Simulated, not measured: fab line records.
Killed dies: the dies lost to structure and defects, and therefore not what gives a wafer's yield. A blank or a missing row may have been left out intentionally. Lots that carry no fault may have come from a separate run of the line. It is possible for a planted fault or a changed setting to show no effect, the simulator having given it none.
A sampling plan put to the test / flow sky130 / one line in one fab, 47 faults in these records, each fault weighed on the records of the lots it struck
What counts as the plan is the set of the line's own looks, namely the steps on the route at which a gauge or an inspection reads a wafer and does not change it. A look is open to judgement when struck wafers have a number at it and the file gives its usual mean and standard deviation on fault-free wafers. Caught: a look later than the fault's first step finds the struck wafers' mean 4 or more of those standard deviations (sigma) from the usual mean. On the tool: the test repeated on the tool's own readings taken at the fault's steps. Also counted as caught: the struck wafers showing another recipe, or a record that is empty for them alone.

## THE FAULTS, as the simulator had put them in
1. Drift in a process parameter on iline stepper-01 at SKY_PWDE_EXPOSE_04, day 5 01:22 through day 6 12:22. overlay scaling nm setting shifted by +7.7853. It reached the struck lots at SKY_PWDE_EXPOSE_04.
2. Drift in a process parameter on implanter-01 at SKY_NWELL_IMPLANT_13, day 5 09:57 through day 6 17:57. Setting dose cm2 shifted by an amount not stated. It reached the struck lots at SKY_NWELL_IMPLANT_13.
3. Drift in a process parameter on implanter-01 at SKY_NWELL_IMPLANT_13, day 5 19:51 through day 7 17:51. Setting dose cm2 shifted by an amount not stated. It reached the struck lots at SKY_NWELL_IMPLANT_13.
4. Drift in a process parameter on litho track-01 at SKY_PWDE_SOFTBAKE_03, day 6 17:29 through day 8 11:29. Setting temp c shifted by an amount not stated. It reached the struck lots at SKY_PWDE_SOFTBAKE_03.
5. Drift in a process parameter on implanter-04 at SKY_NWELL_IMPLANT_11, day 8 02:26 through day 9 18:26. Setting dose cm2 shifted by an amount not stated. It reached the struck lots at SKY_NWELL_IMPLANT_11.
6. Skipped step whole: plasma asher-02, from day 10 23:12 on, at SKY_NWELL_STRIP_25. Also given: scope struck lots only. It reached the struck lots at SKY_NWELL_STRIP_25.
7. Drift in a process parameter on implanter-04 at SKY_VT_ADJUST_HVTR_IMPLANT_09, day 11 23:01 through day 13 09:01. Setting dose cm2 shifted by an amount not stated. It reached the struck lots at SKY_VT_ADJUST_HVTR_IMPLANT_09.
8. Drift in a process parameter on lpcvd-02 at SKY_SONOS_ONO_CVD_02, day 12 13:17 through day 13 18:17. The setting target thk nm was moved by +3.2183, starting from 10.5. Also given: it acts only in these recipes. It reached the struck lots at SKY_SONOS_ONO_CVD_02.
9. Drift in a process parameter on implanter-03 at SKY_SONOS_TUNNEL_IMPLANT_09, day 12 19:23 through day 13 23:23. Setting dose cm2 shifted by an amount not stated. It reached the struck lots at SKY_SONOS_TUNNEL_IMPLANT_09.
10. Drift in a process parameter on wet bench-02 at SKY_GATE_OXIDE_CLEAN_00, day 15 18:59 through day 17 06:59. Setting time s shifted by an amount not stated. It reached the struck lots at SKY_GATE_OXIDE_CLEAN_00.
11. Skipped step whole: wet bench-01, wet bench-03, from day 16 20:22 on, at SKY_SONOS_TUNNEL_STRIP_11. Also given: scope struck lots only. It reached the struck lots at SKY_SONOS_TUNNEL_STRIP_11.
12. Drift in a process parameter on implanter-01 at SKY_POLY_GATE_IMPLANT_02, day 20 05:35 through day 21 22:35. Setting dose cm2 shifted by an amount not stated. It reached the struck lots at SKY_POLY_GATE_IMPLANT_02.
13. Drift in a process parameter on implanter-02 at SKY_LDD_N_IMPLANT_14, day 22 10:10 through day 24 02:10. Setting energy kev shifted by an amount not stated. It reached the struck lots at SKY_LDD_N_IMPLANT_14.
14. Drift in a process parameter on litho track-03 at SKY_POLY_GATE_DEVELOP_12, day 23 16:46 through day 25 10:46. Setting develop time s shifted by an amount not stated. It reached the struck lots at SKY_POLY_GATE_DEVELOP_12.
15. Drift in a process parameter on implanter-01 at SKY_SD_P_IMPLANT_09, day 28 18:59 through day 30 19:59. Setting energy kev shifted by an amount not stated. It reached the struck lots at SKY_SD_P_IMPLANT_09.
16. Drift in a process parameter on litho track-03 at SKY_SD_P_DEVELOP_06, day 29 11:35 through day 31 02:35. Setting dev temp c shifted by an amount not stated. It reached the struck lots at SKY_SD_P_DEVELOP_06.
17. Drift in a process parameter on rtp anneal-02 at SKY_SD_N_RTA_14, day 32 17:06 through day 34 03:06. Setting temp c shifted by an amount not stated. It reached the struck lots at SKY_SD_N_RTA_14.
18. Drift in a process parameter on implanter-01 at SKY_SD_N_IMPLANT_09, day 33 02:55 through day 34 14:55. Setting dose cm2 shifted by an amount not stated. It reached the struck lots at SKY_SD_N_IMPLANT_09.
19. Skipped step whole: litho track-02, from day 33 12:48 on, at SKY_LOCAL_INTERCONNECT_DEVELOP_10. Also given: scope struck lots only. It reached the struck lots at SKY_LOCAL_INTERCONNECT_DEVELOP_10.
20. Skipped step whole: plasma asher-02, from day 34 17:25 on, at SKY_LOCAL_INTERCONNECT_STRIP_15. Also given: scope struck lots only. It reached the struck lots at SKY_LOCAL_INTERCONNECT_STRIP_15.
21. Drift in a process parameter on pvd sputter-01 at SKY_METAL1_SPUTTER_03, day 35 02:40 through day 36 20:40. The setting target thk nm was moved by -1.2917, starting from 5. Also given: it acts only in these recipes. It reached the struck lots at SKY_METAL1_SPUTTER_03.
22. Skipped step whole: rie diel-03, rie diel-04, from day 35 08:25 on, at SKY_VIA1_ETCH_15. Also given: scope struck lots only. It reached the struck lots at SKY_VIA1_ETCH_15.
23. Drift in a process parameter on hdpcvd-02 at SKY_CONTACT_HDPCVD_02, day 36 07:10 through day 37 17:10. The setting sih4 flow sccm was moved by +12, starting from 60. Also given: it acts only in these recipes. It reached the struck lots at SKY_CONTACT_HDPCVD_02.
24. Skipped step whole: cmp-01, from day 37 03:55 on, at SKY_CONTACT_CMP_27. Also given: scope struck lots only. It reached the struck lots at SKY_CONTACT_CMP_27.
25. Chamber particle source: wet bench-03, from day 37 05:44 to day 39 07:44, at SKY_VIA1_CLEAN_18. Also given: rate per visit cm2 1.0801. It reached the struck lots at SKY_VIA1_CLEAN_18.
26. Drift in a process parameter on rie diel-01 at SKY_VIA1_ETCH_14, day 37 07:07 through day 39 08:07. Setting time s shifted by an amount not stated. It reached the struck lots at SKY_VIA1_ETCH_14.
27. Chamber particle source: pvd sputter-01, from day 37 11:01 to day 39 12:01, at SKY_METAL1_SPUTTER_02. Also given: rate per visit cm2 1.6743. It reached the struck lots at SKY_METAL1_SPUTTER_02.
28. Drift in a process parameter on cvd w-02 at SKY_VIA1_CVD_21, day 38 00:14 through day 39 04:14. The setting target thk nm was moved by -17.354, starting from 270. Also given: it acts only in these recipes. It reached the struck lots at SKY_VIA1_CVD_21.
29. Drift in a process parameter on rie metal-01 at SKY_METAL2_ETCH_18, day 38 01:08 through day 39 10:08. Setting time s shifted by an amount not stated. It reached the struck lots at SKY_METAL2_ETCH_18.
30. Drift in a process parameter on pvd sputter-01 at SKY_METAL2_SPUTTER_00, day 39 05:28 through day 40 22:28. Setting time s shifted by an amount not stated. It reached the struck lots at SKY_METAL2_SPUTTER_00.
31. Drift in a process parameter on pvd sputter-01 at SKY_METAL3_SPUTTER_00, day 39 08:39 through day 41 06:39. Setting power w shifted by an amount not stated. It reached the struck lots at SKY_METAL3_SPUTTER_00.
32. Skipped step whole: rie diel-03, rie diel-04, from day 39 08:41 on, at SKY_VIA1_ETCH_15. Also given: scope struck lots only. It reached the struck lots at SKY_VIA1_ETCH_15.
33. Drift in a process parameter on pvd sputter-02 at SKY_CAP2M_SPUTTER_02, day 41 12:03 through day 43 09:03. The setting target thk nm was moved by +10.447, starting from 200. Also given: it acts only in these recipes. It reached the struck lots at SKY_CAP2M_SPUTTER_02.
34. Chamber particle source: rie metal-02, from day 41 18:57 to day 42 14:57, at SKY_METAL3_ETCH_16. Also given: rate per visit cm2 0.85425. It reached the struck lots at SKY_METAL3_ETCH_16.
35. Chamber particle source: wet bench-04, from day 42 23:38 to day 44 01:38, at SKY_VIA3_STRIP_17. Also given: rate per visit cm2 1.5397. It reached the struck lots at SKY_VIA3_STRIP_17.
36. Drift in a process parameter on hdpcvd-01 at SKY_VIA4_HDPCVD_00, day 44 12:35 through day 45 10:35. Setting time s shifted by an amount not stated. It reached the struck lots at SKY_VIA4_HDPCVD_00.
37. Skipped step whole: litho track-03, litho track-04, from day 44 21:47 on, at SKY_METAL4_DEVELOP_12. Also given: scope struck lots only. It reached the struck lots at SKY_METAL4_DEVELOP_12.
38. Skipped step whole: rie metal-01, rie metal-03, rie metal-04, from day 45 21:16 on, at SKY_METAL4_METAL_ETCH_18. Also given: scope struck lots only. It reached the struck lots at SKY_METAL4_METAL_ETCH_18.
39. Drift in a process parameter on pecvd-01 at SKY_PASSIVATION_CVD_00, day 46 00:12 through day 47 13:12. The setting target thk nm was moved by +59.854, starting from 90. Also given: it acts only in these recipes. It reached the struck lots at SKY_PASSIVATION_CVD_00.
40. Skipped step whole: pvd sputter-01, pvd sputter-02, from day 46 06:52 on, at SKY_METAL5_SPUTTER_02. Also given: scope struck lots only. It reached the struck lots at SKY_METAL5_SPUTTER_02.
41. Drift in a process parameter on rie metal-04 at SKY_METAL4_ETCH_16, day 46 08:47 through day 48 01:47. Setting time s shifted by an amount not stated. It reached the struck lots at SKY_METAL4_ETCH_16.
42. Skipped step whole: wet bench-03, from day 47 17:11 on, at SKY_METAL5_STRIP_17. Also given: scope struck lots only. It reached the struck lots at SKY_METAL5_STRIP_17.
43. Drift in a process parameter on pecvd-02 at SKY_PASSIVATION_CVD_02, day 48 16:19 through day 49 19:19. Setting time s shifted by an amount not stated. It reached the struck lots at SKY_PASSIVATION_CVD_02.
44. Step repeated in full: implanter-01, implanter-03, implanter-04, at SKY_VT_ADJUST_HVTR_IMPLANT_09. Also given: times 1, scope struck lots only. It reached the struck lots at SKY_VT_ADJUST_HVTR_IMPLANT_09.
45. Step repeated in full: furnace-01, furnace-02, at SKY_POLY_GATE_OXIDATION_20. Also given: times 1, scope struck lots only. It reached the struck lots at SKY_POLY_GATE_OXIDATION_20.
46. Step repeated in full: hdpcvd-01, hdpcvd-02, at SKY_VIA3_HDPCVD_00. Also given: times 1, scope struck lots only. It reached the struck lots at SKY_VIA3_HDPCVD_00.
47. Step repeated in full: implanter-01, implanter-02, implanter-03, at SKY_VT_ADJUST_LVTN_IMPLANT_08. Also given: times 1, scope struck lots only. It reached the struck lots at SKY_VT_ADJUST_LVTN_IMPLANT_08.

## WHAT THE PLAN SAW
fault=1; on the tool itself=under 2 sigma; first look that catches it=SKY_PWDE_OVL_MEAS_07; reading, sigma=PWDE_OVL +4.7; median hours from its first step to that look=7.8; hours from the fault's start to the first struck lot there=16; judged looks passed uncaught=0
fault=2; on the tool itself=dose ions cm2 -99 or beyond sigma; first look that catches it=SKY_NWELL_RS_MEAS_29; reading, sigma=NWELL_RS +7.4; median hours from its first step to that look=19.4; hours from the fault's start to the first struck lot there=22; judged looks passed uncaught=0
fault=3; on the tool itself=dose ions cm2 -99 or beyond sigma; first look that catches it=SKY_NWELL_RS_MEAS_29; reading, sigma=NWELL_RS +9.1; median hours from its first step to that look=19.7; hours from the fault's start to the first struck lot there=26; judged looks passed uncaught=0
fault=4; on the tool itself=plate temp C +35 sigma; first look that catches it=none of the 2 looks that can be judged after it; reading, sigma=-; median hours from its first step to that look=-; hours from the fault's start to the first struck lot there=-; judged looks passed uncaught=2
fault=5; on the tool itself=dose ions cm2 +99 or beyond sigma; first look that catches it=SKY_NWELL_TW_MEAS_15; reading, sigma=NWELL_TW +12; median hours from its first step to that look=0.5; hours from the fault's start to the first struck lot there=4; judged looks passed uncaught=0
fault=6; on the tool itself=the tool's record is blank for the struck wafers; first look that catches it=SKY_VT_ADJUST_HVTP_TW_MEAS_11; reading, sigma=VT_ADJUST_HVTP_TW -82; median hours from its first step to that look=24.5; hours from the fault's start to the first struck lot there=26; judged looks passed uncaught=1
fault=7; on the tool itself=dose ions cm2 -99 or beyond sigma; first look that catches it=none of the 2 looks that can be judged after it; reading, sigma=strongest: VT_ADJUST_HVTR_TW at SKY_VT_ADJUST_HVTR_TW_MEAS_11, -3.9; median hours from its first step to that look=-; hours from the fault's start to the first struck lot there=-; judged looks passed uncaught=2
fault=8; on the tool itself=under 2 sigma; first look that catches it=SKY_SONOS_ONO_THK_MEAS_03; reading, sigma=SONOS_ONO_CVD_02_THK +30; median hours from its first step to that look=1.6; hours from the fault's start to the first struck lot there=7; judged looks passed uncaught=0
fault=9; on the tool itself=dose ions cm2 -99 or beyond sigma; first look that catches it=SKY_SONOS_TUNNEL_TW_MEAS_12; reading, sigma=SONOS_TUNNEL_TW -6.2; median hours from its first step to that look=0.5; hours from the fault's start to the first struck lot there=6; judged looks passed uncaught=0
fault=10; on the tool itself=run length s -27 sigma; first look that catches it=none of the 3 looks that can be judged after it; reading, sigma=-; median hours from its first step to that look=-; hours from the fault's start to the first struck lot there=-; judged looks passed uncaught=3
fault=11; on the tool itself=the tool's record is blank for the struck wafers; first look that catches it=no look after it can be judged; reading, sigma=-; median hours from its first step to that look=-; hours from the fault's start to the first struck lot there=-; judged looks passed uncaught=0
fault=12; on the tool itself=dose ions cm2 -99 or beyond sigma; first look that catches it=no look after it can be judged; reading, sigma=-; median hours from its first step to that look=-; hours from the fault's start to the first struck lot there=-; judged looks passed uncaught=0
fault=13; on the tool itself=beam energy keV +99 or beyond sigma; first look that catches it=no look after it can be judged; reading, sigma=-; median hours from its first step to that look=-; hours from the fault's start to the first struck lot there=-; judged looks passed uncaught=0
fault=14; on the tool itself=no reading that can be judged; first look that catches it=SKY_POLY_GATE_CD_MEAS_13; reading, sigma=cd nm -4.6; median hours from its first step to that look=0.5; hours from the fault's start to the first struck lot there=10; judged looks passed uncaught=0
fault=15; on the tool itself=beam energy keV +99 or beyond sigma; first look that catches it=SKY_SD_N_RS_MEAS_17; reading, sigma=SD_P_RS -38; median hours from its first step to that look=56.4; hours from the fault's start to the first struck lot there=61; judged looks passed uncaught=1
fault=16; on the tool itself=developer temp C -24 sigma; first look that catches it=not the one look that can be judged after it; reading, sigma=strongest: cd nm at SKY_SD_P_CD_MEAS_07, +2.5; median hours from its first step to that look=-; hours from the fault's start to the first struck lot there=-; judged looks passed uncaught=1
fault=17; on the tool itself=wafer_temp_C_max +12 sigma; first look that catches it=SKY_SD_N_RS_MEAS_16; reading, sigma=SD_N_RS -20; median hours from its first step to that look=0.2; hours from the fault's start to the first struck lot there=0; judged looks passed uncaught=0
fault=18; on the tool itself=dose ions cm2 -99 or beyond sigma; first look that catches it=SKY_SD_N_RS_MEAS_16; reading, sigma=SD_N_RS +99 or beyond; median hours from its first step to that look=0.7; hours from the fault's start to the first struck lot there=11; judged looks passed uncaught=0
fault=19; on the tool itself=no reading that can be judged; first look that catches it=no look after it can be judged; reading, sigma=-; median hours from its first step to that look=-; hours from the fault's start to the first struck lot there=-; judged looks passed uncaught=0
fault=20; on the tool itself=the tool's record is blank for the struck wafers; first look that catches it=no look after it can be judged; reading, sigma=-; median hours from its first step to that look=-; hours from the fault's start to the first struck lot there=-; judged looks passed uncaught=0
fault=21; on the tool itself=under 2 sigma; first look that catches it=no look after it can be judged; reading, sigma=-; median hours from its first step to that look=-; hours from the fault's start to the first struck lot there=-; judged looks passed uncaught=0
fault=22; on the tool itself=the tool's record is blank for the struck wafers; first look that catches it=no look after it can be judged; reading, sigma=-; median hours from its first step to that look=-; hours from the fault's start to the first struck lot there=-; judged looks passed uncaught=0
fault=23; on the tool itself=sih4 flow sccm +75 sigma; first look that catches it=SKY_CONTACT_THK_MEAS_03; reading, sigma=CONTACT_HDPCVD_THK +17; median hours from its first step to that look=0.1; hours from the fault's start to the first struck lot there=6; judged looks passed uncaught=0
fault=24; on the tool itself=the tool's record is blank for the struck wafers; first look that catches it=no look after it can be judged; reading, sigma=-; median hours from its first step to that look=-; hours from the fault's start to the first struck lot there=-; judged looks passed uncaught=0
fault=25; on the tool itself=no reading that can be judged; first look that catches it=no look after it can be judged; reading, sigma=-; median hours from its first step to that look=-; hours from the fault's start to the first struck lot there=-; judged looks passed uncaught=0
fault=26; on the tool itself=run length s +18 sigma; first look that catches it=no look after it can be judged; reading, sigma=-; median hours from its first step to that look=-; hours from the fault's start to the first struck lot there=-; judged looks passed uncaught=0
fault=27; on the tool itself=under 2 sigma; first look that catches it=not the one look that can be judged after it; reading, sigma=-; median hours from its first step to that look=-; hours from the fault's start to the first struck lot there=-; judged looks passed uncaught=1
fault=28; on the tool itself=under 2 sigma; first look that catches it=SKY_VIA1_RS_MEAS_22; reading, sigma=VIA1_W_RS +5.6; median hours from its first step to that look=0.1; hours from the fault's start to the first struck lot there=12; judged looks passed uncaught=0
fault=29; on the tool itself=oes product au +19 sigma; first look that catches it=no look after it can be judged; reading, sigma=-; median hours from its first step to that look=-; hours from the fault's start to the first struck lot there=-; judged looks passed uncaught=0
fault=30; on the tool itself=under 2 sigma; first look that catches it=no look after it can be judged; reading, sigma=-; median hours from its first step to that look=-; hours from the fault's start to the first struck lot there=-; judged looks passed uncaught=0
fault=31; on the tool itself=cathode dc power W +99 or beyond sigma; first look that catches it=no look after it can be judged; reading, sigma=-; median hours from its first step to that look=-; hours from the fault's start to the first struck lot there=-; judged looks passed uncaught=0
fault=32; on the tool itself=the tool's record is blank for the struck wafers; first look that catches it=no look after it can be judged; reading, sigma=-; median hours from its first step to that look=-; hours from the fault's start to the first struck lot there=-; judged looks passed uncaught=0
fault=33; on the tool itself=under 2 sigma; first look that catches it=none of the 2 looks that can be judged after it; reading, sigma=strongest: CAP2M_TIN_RS at SKY_CAP2M_RS_MEAS_03, -3.8; median hours from its first step to that look=-; hours from the fault's start to the first struck lot there=-; judged looks passed uncaught=2
fault=34; on the tool itself=under 2 sigma; first look that catches it=no look after it can be judged; reading, sigma=-; median hours from its first step to that look=-; hours from the fault's start to the first struck lot there=-; judged looks passed uncaught=0
fault=35; on the tool itself=no reading that can be judged; first look that catches it=not the one look that can be judged after it; reading, sigma=-; median hours from its first step to that look=-; hours from the fault's start to the first struck lot there=-; judged looks passed uncaught=1
fault=36; on the tool itself=run length s +85 sigma; first look that catches it=SKY_VIA4_THK_MEAS_01; reading, sigma=VIA4_HDPCVD_THK +8.6; median hours from its first step to that look=0.2; hours from the fault's start to the first struck lot there=3; judged looks passed uncaught=0
fault=37; on the tool itself=no reading that can be judged; first look that catches it=no look after it can be judged; reading, sigma=-; median hours from its first step to that look=-; hours from the fault's start to the first struck lot there=-; judged looks passed uncaught=0
fault=38; on the tool itself=the tool's record is blank for the struck wafers; first look that catches it=no look after it can be judged; reading, sigma=-; median hours from its first step to that look=-; hours from the fault's start to the first struck lot there=-; judged looks passed uncaught=0
fault=39; on the tool itself=under 2 sigma; first look that catches it=SKY_PASSIVATION_THK_MEAS_01; reading, sigma=PASSIVATION_CVD_00_THK +53; median hours from its first step to that look=0.0; hours from the fault's start to the first struck lot there=13; judged looks passed uncaught=0
fault=40; on the tool itself=the tool's record is blank for the struck wafers; first look that catches it=SKY_METAL5_RS_MEAS_05; reading, sigma=METAL5_ALCU_RS +99 or beyond; median hours from its first step to that look=0.1; hours from the fault's start to the first struck lot there=6; judged looks passed uncaught=0
fault=41; on the tool itself=run length s -46 sigma; first look that catches it=no look after it can be judged; reading, sigma=-; median hours from its first step to that look=-; hours from the fault's start to the first struck lot there=-; judged looks passed uncaught=0
fault=42; on the tool itself=the tool's record is blank for the struck wafers; first look that catches it=no look after it can be judged; reading, sigma=-; median hours from its first step to that look=-; hours from the fault's start to the first struck lot there=-; judged looks passed uncaught=0
fault=43; on the tool itself=under 2 sigma; first look that catches it=SKY_PASSIVATION_THK_MEAS_03; reading, sigma=PASSIVATION_CVD_02_THK +12; median hours from its first step to that look=0.2; hours from the fault's start to the first struck lot there=1; judged looks passed uncaught=0
fault=44; on the tool itself=no reading that can be judged; first look that catches it=SKY_VT_ADJUST_HVTR_TW_MEAS_11; reading, sigma=VT_ADJUST_HVTR_TW +13; median hours from its first step to that look=0.6; hours from the fault's start to the first struck lot there=-; judged looks passed uncaught=0
fault=45; on the tool itself=no reading that can be judged; first look that catches it=SKY_POLY_GATE_THK_MEAS_21; reading, sigma=POLY_GATE_OXIDATION_THK +34; median hours from its first step to that look=3.5; hours from the fault's start to the first struck lot there=-; judged looks passed uncaught=0
fault=46; on the tool itself=under 2 sigma; first look that catches it=SKY_VIA3_THK_MEAS_01; reading, sigma=VIA3_HDPCVD_THK +99 or beyond; median hours from its first step to that look=0.5; hours from the fault's start to the first struck lot there=-; judged looks passed uncaught=0
fault=47; on the tool itself=under 2 sigma; first look that catches it=SKY_VT_ADJUST_LVTN_TW_MEAS_10; reading, sigma=VT_ADJUST_LVTN_TW +11; median hours from its first step to that look=0.6; hours from the fault's start to the first struck lot there=-; judged looks passed uncaught=0
A dash: the fault is not caught, or the number is missing from these records.

Caught at a look: 21 of 47. Caught on the tool: 28 of 47. By one or the other: 38 of 47.
Faults 4, 7, 10, 11, 12, 13, 16, 20, 22, 24, 26, 29, 31, 32, 38, 41, 42 were caught on the tool alone.
Caught at a look alone: faults 1, 8, 14, 28, 39, 43, 44, 45, 46, 47.
Caught by neither: faults 19, 21, 25, 27, 30, 33, 34, 35, 37.

## THINNER SAMPLING
If the look that catches a fault measured only every second or every third lot, by lot number, the first struck lot would be measured this late in the worst case:
fault=1; struck lots at that look, in order of time=L771, L773, L776; every lot=16 h; every second lot=42 h; every third lot=may miss all 3
fault=2; struck lots at that look, in order of time=L588, L590, L592; every lot=22 h; every second lot=may miss all 3; every third lot=47 h
fault=3; struck lots at that look, in order of time=L368, L370; every lot=26 h; every second lot=may miss all 2; every third lot=may miss all 2
fault=5; struck lots at that look, in order of time=L193, L194; every lot=4 h; every second lot=10 h; every third lot=may miss all 2
fault=6; struck lots at that look, in order of time=L443, L444; every lot=26 h; every second lot=32 h; every third lot=may miss all 2
fault=8; struck lots at that look, in order of time=L722, L723; every lot=7 h; every second lot=18 h; every third lot=may miss all 2
fault=9; struck lots at that look, in order of time=L449, L450; every lot=6 h; every second lot=15 h; every third lot=may miss all 2
fault=14; struck lots at that look, in order of time=L185, L186; every lot=10 h; every second lot=25 h; every third lot=may miss all 2
fault=15; struck lots at that look, in order of time=L808, L809, L812; every lot=61 h; every second lot=68 h; every third lot=may miss all 3
fault=17; struck lots at that look, in order of time=L973, L974; every lot=0 h; every second lot=16 h; every third lot=may miss all 2
fault=18; struck lots at that look, in order of time=L105, L106, L108; every lot=11 h; every second lot=15 h; every third lot=may miss all 3
fault=23; struck lots at that look, in order of time=L814, L816; every lot=6 h; every second lot=may miss all 2; every third lot=may miss all 2
fault=28; struck lots at that look, in order of time=L232, L234; every lot=12 h; every second lot=may miss all 2; every third lot=may miss all 2
fault=36; struck lots at that look, in order of time=L601, L602; every lot=3 h; every second lot=8 h; every third lot=may miss all 2
fault=39; struck lots at that look, in order of time=L480, L484; every lot=13 h; every second lot=may miss all 2; every third lot=may miss all 2
fault=40; struck lots at that look, in order of time=L584, L585; every lot=6 h; every second lot=7 h; every third lot=may miss all 2
fault=43; struck lots at that look, in order of time=L191, L193, L192; every lot=1 h; every second lot=15 h; every third lot=15 h
Hours: fault start to first struck lot measured. 4 sigma limit: tested on the pooled struck wafers, so a lone lot may be under it. Other struck lots may not be in these records.

## THE LONGEST TIMED WAY FROM STEP TO LOOK
Fault 15: the median time between SKY_SD_P_IMPLANT_09 and SKY_SD_N_RS_MEAS_17 is 56.4 hours. The look between them that can be judged stayed within 4 sigma: SKY_SD_P_TW_MEAS_11.
